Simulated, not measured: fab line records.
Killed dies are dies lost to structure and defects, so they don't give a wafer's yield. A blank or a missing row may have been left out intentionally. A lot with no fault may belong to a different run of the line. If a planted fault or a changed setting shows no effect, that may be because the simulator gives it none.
fab line records	flow gf180mcu
record lots=24	wafers=72	lastDay=34
route steps=602 shown M1@331 V3@432 M4@460
lots with no fault: from the same line, run without faults
startH: hours from the record's first day to the start of the lot's first wafer shown	waitH: time in hours since the lot's previous step	" unchanged from the row above	L1.1+2: a row that stands for several wafers	- no value, or no start given	* or withheld: withheld	< > ~ a bound
route shown NAME@n: NAME is a module with steps in the file, n the number in the route of the first one	usual: mean/standard deviation of fault-free wafers	same: alike in all rows	chamber/n: place in a boat	sites: the reading at each site	_std_site: standard deviation across them	_edge_site: outer sites' mean less inner sites'	radiusMm: how far each site lies from the wafer's centre	mask NAME#n: copy n	behind: the most recent tool/chamber to have shaped the wafer	hold: why the lot went on hold/how many hours it stayed there/how the hold came to an end	device: transistor that didn't switch, given as n, p or np	end of line: tests run on the same wafers once the route is complete	a step given without rows: its recipe and nothing more	killed: at the first sort, the dies lost to defects and structure; wafer yield is something else	map: a wafer's dies, x killed, . not, _ none there
set.NAME: the setting the step ran with; set.NAME@STEP: the setting that earlier step ran with	model.NAME: the simulator's own value behind a step, which no gauge read
one table for each step of the route and one row for each wafer, over a sample of lots
services: when a tool's chamber went out of use (startH, in hours from the record's first day, below 0 if earlier), for how many hours, and the reason
## steps
# step GF_M1_METAL_ETCH_16
# recipe chemistry=Cl2/BCl3	maskMaterial=KrF	targetDepthNm=750.8	stopOn=SiO2	pressureMtorr=8	icpW=800	biasW=140	Cl2_flow_sccm=80	bcl3FlowSccm=40	timeS=125.1
# usual drypumpMotorCurrentA=5.9/0.61	oesProductAu=0.993/0.0055	throttleValvePct=28.227/0.0094
lot.wafer	tool	chamber	startH	waitH	drypumpMotorCurrentA	oesProductAu	rfHoursCounterH	throttleValvePct
L074.3	rieMetal-04	0	395.13	0.1	6.6	0.998	-	28.239
L074.5	"	1	"	"	5.5	0.998	-	28.224
L074.6	"	0	"	"	6.6	0.990	-	28.226
L076.1	rieMetal-03	1	405.98	0.0	6.1	0.990	13	28.240
L076.2	"	0	"	"	5.8	1.000	5	28.226
L076.4	"	1	"	"	6.0	0.981	-	28.253
L077.1	rieMetal-01	0	409.93	0.0	4.8	1.001	9	28.221
L077.4	"	1	"	"	6.6	0.995	-	28.245
L077.5	"	1	"	"	6.6	0.996	-	28.225
L075.1	rieMetal-03	1	411.98	0.0	6.1	0.981	13	28.240
L075.2	"	0	"	"	5.8	0.996	6	28.239
L075.5	"	1	"	"	6.1	0.974	-	28.235
L078.1	rieMetal-01	1	429.43	0.0	6.6	0.996	9	28.224
L078.4	"	0	"	"	4.8	0.993	-	28.222
L078.6	"	0	"	"	4.8	1.000	-	28.225
L079.1	rieMetal-03	1	433.43	0.0	6.1	0.989	13	28.228
L079.3	"	1	"	"	6.1	0.985	-	28.238
L079.6	"	0	"	"	5.8	0.988	-	28.231
L082.3	rieMetal-03	0	448.61	0.1	5.8	0.987	-	28.221
L082.5	"	0	"	"	5.8	0.991	-	28.212
L082.6	"	0	"	"	5.8	0.997	-	28.208
L080.3	rieMetal-04	1	450.77	0.1	5.5	0.992	-	28.222
L080.5	"	0	"	"	6.6	0.992	-	28.234
L080.6	"	1	"	"	5.4	0.991	-	28.217
L081.3	rieMetal-01	0	451.42	0.1	4.8	0.993	-	28.222
L081.4	"	1	"	"	6.6	0.982	-	28.230
L081.6	"	1	"	"	6.6	0.990	-	28.228
L083.3	rieMetal-01	0	467.86	0.1	4.8	0.994	-	28.237
L083.4	"	1	"	"	6.6	0.990	-	28.221
L083.5	"	0	"	"	4.8	0.990	-	28.215
L084.2	rieMetal-01	0	482.02	0.0	4.8	1.003	11	28.230
L084.4	"	0	"	"	4.8	0.990	-	28.246
L084.6	"	0	"	"	4.8	0.998	-	28.223
L085.1	rieMetal-04	0	482.97	0.0	6.6	0.994	10	28.224
L085.2	"	1	"	"	5.4	0.995	4	28.220
L085.4	"	1	"	"	5.4	1.001	-	28.231
L086.1	rieMetal-03	1	497.18	0.0	6.1	0.999	0	28.222
L086.2	"	0	"	"	5.8	0.984	8	28.220
L086.4	"	0	"	"	5.8	0.995	-	28.220
L087.2	rieMetal-01	0	509.28	0.0	4.8	0.998	11	28.217
L087.3	"	0	"	"	4.8	0.999	-	28.243
L087.6	"	0	"	"	4.8	1.003	-	28.217
L088.1	rieMetal-03	1	519.57	0.0	6.1	0.989	1	28.233
L088.2	"	0	"	"	5.8	0.987	9	28.237
L088.4	"	0	"	"	5.8	0.991	-	28.238
L089.1	rieMetal-04	1	520.67	0.0	5.5	0.998	5	28.226
L089.4	"	1	"	"	5.5	0.998	-	28.221
L089.5	"	0	"	"	6.6	0.993	-	28.218
L090.2	rieMetal-04	1	532.52	0.0	5.5	0.997	5	28.231
L090.3	"	1	"	"	5.5	0.993	-	28.233
L090.4	"	0	"	"	6.6	0.998	-	28.232
L091.3	rieMetal-04	0	539.42	0.1	6.6	0.991	-	28.238
L091.4	"	1	"	"	5.5	0.992	-	28.220
L091.5	"	1	"	"	5.5	0.983	-	28.225
L092.2	rieMetal-03	1	543.72	0.0	6.1	0.992	1	28.230
L092.5	"	0	"	"	5.8	0.994	-	28.221
L092.6	"	1	"	"	6.1	0.984	-	28.214
L093.1	rieMetal-04	0	553.63	0.0	6.6	0.992	12	28.219
L093.3	"	0	"	"	6.6	0.995	-	28.229
L093.6	"	1	"	"	5.5	0.994	-	28.219
L094.2	rieMetal-04	1	562.33	0.0	5.5	0.992	6	28.217
L094.4	"	0	"	"	6.6	0.996	-	28.215
L094.6	"	0	"	"	6.6	1.000	-	28.232
L095.1	rieMetal-04	0	564.57	0.0	6.6	0.997	12	28.229
L095.3	"	1	"	"	5.5	1.002	-	28.218
L095.6	"	0	"	"	6.6	0.995	-	28.209
L096.1	rieMetal-04	0	571.63	0.0	6.6	0.999	12	28.234
L096.2	"	1	"	"	5.5	0.992	6	28.231
L096.4	"	0	"	"	6.6	0.996	-	28.220
L097.1	rieMetal-04	0	577.68	0.0	6.6	1.001	13	28.215
L097.2	"	1	"	"	5.4	1.007	6	28.219
L097.3	"	1	"	"	5.4	0.994	-	28.225
# step GF_V3_THK_MEAS_03
# recipe reads=SiO2_of_V3_CVD_02
# usual V3_CVD_02_THK=846/12
lot.wafer	tool	chamber	startH	waitH	V3_CVD_02_THK[nm]
L074.3	filmMetro-01	-	498.79	0.1	858
L074.5	"	-	"	"	847
L074.6	"	-	"	"	870
L076.1	filmMetro-04	-	510.26	0.0	846
L076.2	"	-	"	"	841
L076.4	"	-	"	"	844
L077.1	filmMetro-03	-	512.95	0.0	837
L077.4	"	-	"	"	860
L077.5	"	-	"	"	869
L075.1	filmMetro-04	-	516.13	0.0	849
L075.2	"	-	"	"	847
L075.5	"	-	"	"	845
L078.1	filmMetro-03	-	531.91	0.0	841
L078.4	"	-	"	"	861
L078.6	"	-	"	"	842
L079.1	filmMetro-04	-	535.26	0.0	833
L079.3	"	-	"	"	834
L079.6	"	-	"	"	833
L082.3	filmMetro-03	-	550.64	0.1	851
L082.5	"	-	"	"	871
L082.6	"	-	"	"	863
L081.3	filmMetro-01	-	552.25	0.1	852
L081.4	"	-	"	"	860
L081.6	"	-	"	"	851
L080.3	filmMetro-04	-	552.50	0.1	849
L080.5	"	-	"	"	860
L080.6	"	-	"	"	852
L083.3	filmMetro-03	-	567.09	0.1	857
L083.4	"	-	"	"	852
L083.5	"	-	"	"	875
L084.2	filmMetro-04	-	579.78	0.0	842
L084.4	"	-	"	"	851
L084.6	"	-	"	"	842
L085.1	filmMetro-03	-	581.98	0.0	827
L085.2	"	-	"	"	816
L085.4	"	-	"	"	851
L086.1	filmMetro-04	-	593.78	0.0	841
L086.2	"	-	"	"	826
L086.4	"	-	"	"	851
L087.2	filmMetro-04	-	604.47	0.0	839
L087.3	"	-	"	"	838
L087.6	"	-	"	"	834
L088.1	filmMetro-03	-	611.44	0.0	830
L088.2	"	-	"	"	848
L088.4	"	-	"	"	873
L089.1	filmMetro-04	-	612.28	0.0	836
L089.4	"	-	"	"	837
L089.5	"	-	"	"	864
L090.2	filmMetro-04	-	625.38	0.0	850
L090.3	"	-	"	"	835
L090.4	"	-	"	"	829
L091.3	filmMetro-04	-	632.85	0.1	831
L091.4	"	-	"	"	859
L091.5	"	-	"	"	843
L092.2	filmMetro-01	-	635.06	0.0	833
L092.5	"	-	"	"	841
L092.6	"	-	"	"	859
L093.1	filmMetro-03	-	643.75	0.0	822
L093.3	"	-	"	"	835
L093.6	"	-	"	"	834
L094.2	filmMetro-03	-	651.58	0.0	824
L094.4	"	-	"	"	837
L094.6	"	-	"	"	852
L095.1	filmMetro-04	-	652.75	0.0	833
L095.3	"	-	"	"	849
L095.6	"	-	"	"	852
L096.1	filmMetro-04	-	661.61	0.0	856
L096.2	"	-	"	"	843
L096.4	"	-	"	"	868
L097.1	filmMetro-03	-	666.28	0.0	837
L097.2	"	-	"	"	839
L097.3	"	-	"	"	837
# step GF_V3_SPUTTER_22
# recipe material=TiN	targetThkNm=10	chamberPressurePa=5	powerW=4000	timeS=40
# usual cathodeDcPowerW=3999.9/0.81	throttleValvePct=30.0/1.3
lot.wafer	tool	chamber	startH	waitH	cathodeDcPowerW	throttleValvePct
L074.3	pvdSputter-04	-	522.40	0.0	3998.5	27.4
L074.5	"	-	"	"	3999.4	30.1
L074.6	"	-	"	"	4002.0	29.3
L076.1	pvdSputter-04	-	534.38	0.0	4000.1	28.5
L076.2	"	-	"	"	4001.0	30.0
L076.4	"	-	"	"	3999.8	30.9
L077.1	pvdSputter-03	-	537.34	0.0	4000.6	30.8
L077.4	"	-	"	"	3999.5	31.8
L077.5	"	-	"	"	3998.6	30.7
L075.1	pvdSputter-02	-	539.64	0.0	4000.4	29.9
L075.2	"	-	"	"	3999.4	32.0
L075.5	"	-	"	"	4000.0	30.3
L078.1	pvdSputter-04	-	555.01	0.0	4000.6	27.7
L078.4	"	-	"	"	3999.8	29.1
L078.6	"	-	"	"	3999.5	27.5
L079.1	pvdSputter-02	-	558.68	0.0	4000.3	29.3
L079.3	"	-	"	"	3998.8	32.1
L079.6	"	-	"	"	3998.5	29.1
L082.3	pvdSputter-02	-	573.81	0.0	3999.6	32.0
L082.5	"	-	"	"	3998.7	32.1
L082.6	"	-	"	"	4000.4	29.8
L081.3	pvdSputter-02	-	574.91	0.0	3999.8	30.0
L081.4	"	-	"	"	3998.6	31.9
L081.6	"	-	"	"	4000.8	30.1
L080.3	pvdSputter-02	-	575.48	0.0	3999.7	30.1
L080.5	"	-	"	"	4000.1	32.0
L080.6	"	-	"	"	3999.1	30.2
L083.3	pvdSputter-04	-	588.92	0.0	4000.2	27.4
L083.4	"	-	"	"	4000.4	28.8
L083.5	"	-	"	"	4001.3	30.6
L084.2	pvdSputter-04	-	601.49	0.0	4000.3	27.9
L084.4	"	-	"	"	4001.0	30.7
L084.6	"	-	"	"	4000.8	27.8
L085.1	pvdSputter-02	-	603.54	0.0	4000.6	30.0
L085.2	"	-	"	"	4000.2	29.2
L085.4	"	-	"	"	3999.9	29.9
L086.1	pvdSputter-04	-	616.14	0.0	4000.5	28.9
L086.2	"	-	"	"	4001.0	30.2
L086.4	"	-	"	"	4000.5	27.4
L087.2	pvdSputter-03	-	625.53	0.0	3999.8	30.6
L087.3	"	-	"	"	3999.5	31.2
L087.6	"	-	"	"	4000.7	30.8
L088.1	pvdSputter-03	-	633.05	0.0	4001.8	31.0
L088.2	"	-	"	"	3999.7	30.2
L088.4	"	-	"	"	4000.4	31.6
L089.1	pvdSputter-02	-	634.59	0.0	3998.8	30.0
L089.4	"	-	"	"	3999.2	30.0
L089.5	"	-	"	"	4001.5	32.3
L090.2	pvdSputter-04	-	646.80	0.0	3999.8	30.6
L090.3	"	-	"	"	4000.3	27.8
L090.4	"	-	"	"	4000.5	28.9
L091.3	pvdSputter-04	-	653.88	0.0	4000.9	30.3
L091.4	"	-	"	"	4000.1	30.8
L091.5	"	-	"	"	3997.0	27.7
L092.2	pvdSputter-04	-	656.12	0.0	4000.4	28.7
L092.5	"	-	"	"	3999.1	30.7
L092.6	"	-	"	"	3998.9	28.8
L093.1	pvdSputter-02	-	665.26	0.0	4001.1	30.1
L093.3	"	-	"	"	3998.9	31.8
L093.6	"	-	"	"	3999.8	31.6
L094.2	pvdSputter-02	-	671.74	0.0	3999.9	29.4
L094.4	"	-	"	"	3999.3	32.2
L094.6	"	-	"	"	4000.3	32.0
L095.1	pvdSputter-02	-	674.17	0.0	3999.9	30.0
L095.3	"	-	"	"	4000.9	30.3
L095.6	"	-	"	"	3999.4	32.2
L096.1	pvdSputter-02	-	682.42	0.0	4000.7	29.9
L096.2	"	-	"	"	4000.6	29.7
L096.4	"	-	"	"	3999.4	30.2
L097.1	pvdSputter-04	-	686.83	0.0	4000.4	27.7
L097.2	"	-	"	"	3999.0	30.6
L097.3	"	-	"	"	4000.2	28.6
# step GF_V3_THK_MEAS_25
# recipe thkMeasGauge=xrf	reads=W_of_V3_CVD_23
# usual V3_W_THK=336/4.1
lot.wafer	tool	chamber	startH	waitH	V3_W_THK[nm]
L074.3	filmMetro-04	-	522.69	0.1	332
L074.5	"	-	"	"	333
L074.6	"	-	"	"	333
L076.1	filmMetro-04	-	534.77	0.1	330
L076.2	"	-	"	"	330
L076.4	"	-	"	"	333
L077.1	filmMetro-03	-	537.61	0.1	340
L077.4	"	-	"	"	331
L077.5	"	-	"	"	341
L075.1	filmMetro-04	-	539.91	0.1	331
L075.2	"	-	"	"	338
L075.5	"	-	"	"	334
L078.1	filmMetro-04	-	555.28	0.1	340
L078.4	"	-	"	"	340
L078.6	"	-	"	"	336
L079.1	filmMetro-04	-	558.95	0.1	342
L079.3	"	-	"	"	333
L079.6	"	-	"	"	342
L082.3	filmMetro-03	-	574.10	0.1	330
L082.5	"	-	"	"	329
L082.6	"	-	"	"	341
L081.3	filmMetro-04	-	575.20	0.1	339
L081.4	"	-	"	"	341
L081.6	"	-	"	"	336
L080.3	filmMetro-01	-	575.77	0.1	329
L080.5	"	-	"	"	326
L080.6	"	-	"	"	337
L083.3	filmMetro-03	-	589.21	0.1	334
L083.4	"	-	"	"	327
L083.5	"	-	"	"	334
L084.2	filmMetro-03	-	601.77	0.1	334
L084.4	"	-	"	"	336
L084.6	"	-	"	"	334
L085.1	filmMetro-01	-	603.81	0.1	332
L085.2	"	-	"	"	332
L085.4	"	-	"	"	336
L086.1	filmMetro-04	-	616.41	0.1	332
L086.2	"	-	"	"	338
L086.4	"	-	"	"	335
L087.2	filmMetro-04	-	625.81	0.1	338
L087.3	"	-	"	"	336
L087.6	"	-	"	"	333
L088.1	filmMetro-01	-	633.32	0.1	339
L088.2	"	-	"	"	340
L088.4	"	-	"	"	341
L089.1	filmMetro-01	-	634.86	0.1	336
L089.4	"	-	"	"	337
L089.5	"	-	"	"	337
L090.2	filmMetro-01	-	647.08	0.1	342
L090.3	"	-	"	"	335
L090.4	"	-	"	"	344
L091.3	filmMetro-03	-	654.17	0.1	338
L091.4	"	-	"	"	337
L091.5	"	-	"	"	341
L092.2	filmMetro-03	-	656.40	0.1	337
L092.5	"	-	"	"	338
L092.6	"	-	"	"	338
L093.1	filmMetro-04	-	665.53	0.1	329
L093.3	"	-	"	"	335
L093.6	"	-	"	"	337
L094.2	filmMetro-03	-	672.02	0.1	341
L094.4	"	-	"	"	338
L094.6	"	-	"	"	338
L095.1	filmMetro-01	-	674.44	0.1	338
L095.3	"	-	"	"	341
L095.6	"	-	"	"	341
L096.1	filmMetro-04	-	682.70	0.1	327
L096.2	"	-	"	"	338
L096.4	"	-	"	"	338
L097.1	filmMetro-03	-	687.10	0.1	336
L097.2	"	-	"	"	336
L097.3	"	-	"	"	339
# step GF_V3_CMP_26
# recipe stopOn=SiO2	downForcePsi=3.5	platenRpm=60	tOverpolishS=15	targetThkNm=0	padVelocityMS=0.94248
# usual edgeZonePressureFrac=1.000/0.0048	motorCurrentA=12.3/2.1	overpolishRunS=14.998/0.0093	timeToEndpointS=89/5.5
lot.wafer	tool	chamber	startH	waitH	edgeZonePressureFrac	motorCurrentA	overpolishRunS	timeToEndpointS
L074.3	cmp-01	2	522.78	0.1	1.009	11.4	14.991	81
L074.6	"	1	"	"	1.006	12.1	14.993	88
L074.5	"	2	"	"	1.005	10.9	15.003	83
L076.4	cmp-01	0	534.83	0.0	1.000	11.2	15.004	81
L076.2	"	1	"	"	1.002	12.0	14.998	88
L076.1	"	3	"	"	1.016	12.4	15.025	84
L077.4	cmp-02	3	537.67	0.0	1.000	13.5	14.999	85
L077.1	"	0	"	"	0.994	13.2	14.995	96
L077.5	"	3	"	"	0.995	13.7	14.987	89
L075.1	cmp-01	3	539.97	0.1	0.997	11.8	15.018	84
L075.2	"	2	"	"	0.998	11.4	14.994	83
L075.5	"	0	"	"	0.998	11.5	14.998	79
L078.4	cmp-02	0	555.34	0.0	0.994	12.5	15.004	95
L078.1	"	1	"	"	1.004	8.7	15.015	86
L078.6	"	0	"	"	0.999	12.9	14.993	96
L079.3	cmp-02	3	559.06	0.1	1.011	13.0	15.016	84
L079.1	"	1	"	"	0.993	8.5	14.987	84
L079.6	"	3	"	"	1.006	13.4	14.987	86
L082.3	cmp-02	1	574.33	0.2	0.998	8.6	14.994	82
L082.5	"	1	"	"	1.003	8.6	14.988	83
L082.6	"	2	"	"	1.003	14.6	15.006	92
L081.4	cmp-02	0	575.29	0.1	1.000	13.5	15.004	91
L081.3	"	2	"	"	0.998	15.9	14.994	88
L081.6	"	3	"	"	1.006	14.0	15.002	83
L080.3	cmp-02	3	575.96	0.2	0.998	13.0	15.012	84
L080.6	"	0	"	"	0.992	13.1	15.006	92
L080.5	"	1	"	"	1.003	8.7	14.997	82
L083.4	cmp-01	0	589.25	0.0	0.998	11.5	14.989	79
L083.3	"	3	"	"	1.005	12.5	15.011	83
L083.5	"	0	"	"	1.004	10.9	15.003	78
L084.2	cmp-02	1	601.82	0.0	0.996	9.1	15.010	84
L084.4	"	0	"	"	0.995	13.8	14.997	91
L084.6	"	2	"	"	1.001	15.3	15.001	85
L085.1	cmp-02	2	603.92	0.1	1.004	13.8	14.981	90
L085.4	"	3	"	"	1.000	13.6	14.996	87
L085.2	"	0	"	"	1.004	12.5	14.998	95
L086.1	cmp-02	1	616.52	0.1	1.004	8.7	15.005	88
L086.2	"	2	"	"	1.001	15.0	14.989	92
L086.4	"	3	"	"	1.000	13.7	14.996	91
L087.2	cmp-02	0	625.91	0.1	1.002	13.5	15.014	98
L087.3	"	1	"	"	0.999	8.5	14.999	87
L087.6	"	3	"	"	0.993	14.5	14.999	89
L088.1	cmp-02	1	633.38	0.1	1.000	8.9	14.999	90
L088.4	"	2	"	"	1.001	15.0	15.013	93
L088.2	"	3	"	"	0.996	12.9	14.991	95
L089.1	cmp-01	3	634.92	0.1	1.001	12.3	15.005	82
L089.4	"	1	"	"	0.994	11.6	15.016	91
L089.5	"	3	"	"	1.003	11.5	14.988	83
L090.3	cmp-02	1	647.18	0.1	1.004	8.8	14.986	91
L090.4	"	2	"	"	0.997	15.2	14.991	96
L090.2	"	3	"	"	1.002	14.0	14.991	95
L091.4	cmp-02	2	654.31	0.1	0.990	14.3	15.003	94
L091.3	"	3	"	"	0.995	13.0	14.979	92
L091.5	"	0	"	"	0.999	13.0	15.008	95
L092.2	cmp-02	3	656.50	0.1	1.008	14.4	14.999	91
L092.6	"	2	"	"	1.000	14.6	15.005	98
L092.5	"	3	"	"	1.002	13.1	15.000	92
L093.1	cmp-01	2	665.59	0.1	0.995	11.3	14.999	77
L093.3	"	1	"	"	0.995	11.4	14.990	89
L093.6	"	2	"	"	0.996	10.9	14.993	81
L094.2	cmp-02	1	672.12	0.1	0.995	8.9	14.989	89
L094.4	"	2	"	"	1.010	15.9	14.998	97
L094.6	"	0	"	"	1.002	12.9	14.992	98
L095.1	cmp-02	0	674.55	0.1	1.005	13.3	14.995	97
L095.3	"	2	"	"	0.997	15.5	14.996	93
L095.6	"	3	"	"	1.004	13.4	14.999	91
L096.4	cmp-02	0	682.85	0.1	0.991	13.1	15.006	95
L096.2	"	1	"	"	0.998	8.3	14.993	90
L096.1	"	2	"	"	0.995	14.5	14.993	95
L097.2	cmp-02	2	687.16	0.0	1.000	14.4	15.013	96
L097.1	"	3	"	"	0.996	13.4	15.004	92
L097.3	"	1	"	"	1.005	9.2	15.013	93
# step GF_M4_SPUTTER_04
# recipe material=TiN	targetThkNm=50	powerW=6500	timeS=41.7	chamberPressurePa=0.4
# usual cathodeDcPowerW=6499.9/1.2	throttleValvePct=30.5/0.91
lot.wafer	tool	chamber	startH	waitH	cathodeDcPowerW	throttleValvePct
L074.3	pvdSputter-01	-	523.21	0.0	6501.3	28.8
L074.5	"	-	"	"	6500.1	31.1
L074.6	"	-	"	"	6499.2	30.7
L076.1	pvdSputter-02	-	535.31	0.0	6501.4	29.2
L076.2	"	-	"	"	6500.5	29.8
L076.4	"	-	"	"	6500.4	29.7
L077.1	pvdSputter-01	-	538.15	0.0	6500.3	31.2
L077.4	"	-	"	"	6498.4	28.5
L077.5	"	-	"	"	6499.9	31.4
L075.1	pvdSputter-02	-	540.45	0.0	6501.8	32.1
L075.2	"	-	"	"	6501.7	29.2
L075.5	"	-	"	"	6498.9	29.0
L078.1	pvdSputter-01	-	555.82	0.0	6499.6	30.9
L078.4	"	-	"	"	6501.0	30.1
L078.6	"	-	"	"	6500.7	30.9
L079.1	pvdSputter-01	-	559.50	0.0	6498.8	28.8
L079.3	"	-	"	"	6500.0	30.4
L079.6	"	-	"	"	6498.3	31.1
L082.3	pvdSputter-02	-	574.81	0.0	6500.2	31.8
L082.5	"	-	"	"	6498.7	31.8
L082.6	"	-	"	"	6497.6	30.0
L081.3	pvdSputter-01	-	575.72	0.0	6500.2	31.3
L081.4	"	-	"	"	6501.8	31.1
L081.6	"	-	"	"	6499.7	29.1
L080.3	pvdSputter-02	-	576.29	0.0	6499.9	29.9
L080.5	"	-	"	"	6501.7	32.0
L080.6	"	-	"	"	6500.8	30.2
L083.3	pvdSputter-01	-	589.73	0.0	6500.9	30.3
L083.4	"	-	"	"	6499.1	30.9
L083.5	"	-	"	"	6499.0	30.4
L084.2	pvdSputter-02	-	602.30	0.0	6499.0	29.2
L084.4	"	-	"	"	6500.3	31.6
L084.6	"	-	"	"	6500.6	32.3
L085.1	pvdSputter-01	-	604.35	0.0	6501.9	30.8
L085.2	"	-	"	"	6499.9	31.3
L085.4	"	-	"	"	6501.1	30.3
L086.1	pvdSputter-02	-	616.95	0.0	6500.1	30.1
L086.2	"	-	"	"	6500.0	29.9
L086.4	"	-	"	"	6498.9	31.9
L087.2	pvdSputter-03	-	626.34	0.0	6501.0	30.8
L087.3	"	-	"	"	6499.1	30.0
L087.6	"	-	"	"	6499.6	30.6
L088.1	pvdSputter-02	-	633.86	0.0	6502.3	30.1
L088.2	"	-	"	"	6499.0	31.7
L088.4	"	-	"	"	6500.3	29.2
L089.1	pvdSputter-01	-	635.40	0.0	6499.3	30.2
L089.4	"	-	"	"	6499.4	31.0
L089.5	"	-	"	"	6498.4	28.7
L090.2	pvdSputter-02	-	647.61	0.0	6500.7	29.2
L090.3	"	-	"	"	6500.9	30.1
L090.4	"	-	"	"	6498.9	30.2
L091.3	pvdSputter-01	-	654.69	0.0	6498.2	31.3
L091.4	"	-	"	"	6497.9	30.6
L091.5	"	-	"	"	6499.5	30.9
L092.2	pvdSputter-01	-	656.93	0.0	6501.7	30.5
L092.5	"	-	"	"	6500.7	30.2
L092.6	"	-	"	"	6498.9	30.4
L093.1	pvdSputter-01	-	666.07	0.0	6499.4	31.2
L093.3	"	-	"	"	6498.4	30.7
L093.6	"	-	"	"	6500.3	30.6
L094.2	pvdSputter-01	-	672.55	0.0	6501.8	28.9
L094.4	"	-	"	"	6502.7	30.6
L094.6	"	-	"	"	6498.8	30.9
L095.1	pvdSputter-03	-	674.98	0.0	6500.7	30.8
L095.3	"	-	"	"	6501.8	30.2
L095.6	"	-	"	"	6497.5	31.6
L096.1	pvdSputter-02	-	683.29	0.0	6501.6	29.9
L096.2	"	-	"	"	6501.4	30.2
L096.4	"	-	"	"	6499.8	32.3
L097.1	pvdSputter-01	-	687.64	0.0	6499.2	30.8
L097.2	"	-	"	"	6500.7	28.9
L097.3	"	-	"	"	6500.6	30.7
## services
tool	chamber	startH	hours	kind
cmp-02	-	386.00	0.2	repair
pvdSputter-01	-	388.62	6.9	repair
cmp-02	-	404.13	4.0	pm
rieMetal-01	-	412.71	0.2	repair
rieMetal-01	-	412.79	0.9	repair
cmp-01	-	416.68	3.9	repair
rieMetal-03	1	417.52	6.0	repair
rieMetal-03	1	438.06	22.7	repair
cmp-02	-	449.18	0.3	repair
pvdSputter-01	-	454.14	5.5	repair
cmp-01	-	462.61	0.8	repair
rieMetal-03	-	480.27	14.6	pm
cmp-02	-	520.15	0.4	repair
cmp-02	-	533.81	1.7	repair
rieMetal-03	0	566.87	6.5	repair
pvdSputter-04	-	568.34	9.5	repair
cmp-02	-	583.05	4.3	pm
pvdSputter-04	-	593.34	0.5	repair
pvdSputter-02	-	619.77	9.3	repair
cmp-02	-	634.85	2.8	pm
cmp-02	-	641.54	0.6	repair
rieMetal-04	1	643.41	27.7	repair
rieMetal-03	-	660.40	0.5	repair
cmp-02	-	680.67	0.6	repair
## key
fault none
